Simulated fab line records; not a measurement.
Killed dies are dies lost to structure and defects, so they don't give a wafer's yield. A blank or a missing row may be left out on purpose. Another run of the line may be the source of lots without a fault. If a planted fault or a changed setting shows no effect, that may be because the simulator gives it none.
Which tool did it? | flow sky130 | 36 wafers sampled from 12 lots at 1 step of a route of 708

WHAT THE GAUGES SHOWED, per wafer
SKY_DNWELL_TW_MEAS_09.
lot  | measured    | on           | DNWELL_TW
L884 | day 3 11:55 | filmMetro-04 | 1104 1105 1097
L885 | day 3 17:22 | filmMetro-03 | 1101 1107 1105
L887 | day 4 05:19 | filmMetro-04 | 1103 1097 1100
L888 | day 4 10:07 | filmMetro-03 | 1111 1109 1111
L893 | day 5 09:47 | filmMetro-03 | 1097 1097 1101
L894 | day 5 12:41 | filmMetro-04 | 1111 1106 1111
L895 | day 6 01:38 | filmMetro-01 | 1095 1097 1102
L897 | day 6 10:07 | filmMetro-01 | 1101 1101 1107
L898 | day 6 15:04 | filmMetro-04 | 1107 1100 1108
L899 | day 6 21:31 | filmMetro-01 | 1096 1096 1103
L901 | day 7 08:44 | filmMetro-01 | 1108 1104 1109
L906 | day 8 09:31 | filmMetro-03 | 1097 1104 1104

WHICH TOOL RAN EACH LOT (tool, then ch and the chambers of the sampled wafers, then the start)
There is no process step in the record ahead of these readings.

AS READ BY THE TOOLS THEMSELVES (means over the sampled wafers that have a number; for cases with no such wafer, the mark the record gives instead)
The record holds no such reading with a usual standard deviation.

THE ANSWER, worked out from the rows above alone
Rule: the usual values come from the lots themselves. The widest of any qualifying gaps counts: lots, ordered by their means at a reading, are off when they make up no more than a third of the lots, leave a main group of 4 or more, and stand apart from it by 3 or more times the standard deviation of that group's means. A main group is skipped when, at the precision printed for the reading in the tables above, its means are all equal. A lot without any number at a reading at which 4 lots or more have one is off too. The other lots that the step has rows for count as sound. The gauges are gone through in route order, then the tools' own readings, and for those a lot's mean is taken as printed above. At the first step where some lot is off, the reading lying furthest off is the one used; lots without a number count as furthest.
Nothing can be told from this: no lot is off at any reading shown.

WHAT WAS PUT IN BY THE SIMULATOR
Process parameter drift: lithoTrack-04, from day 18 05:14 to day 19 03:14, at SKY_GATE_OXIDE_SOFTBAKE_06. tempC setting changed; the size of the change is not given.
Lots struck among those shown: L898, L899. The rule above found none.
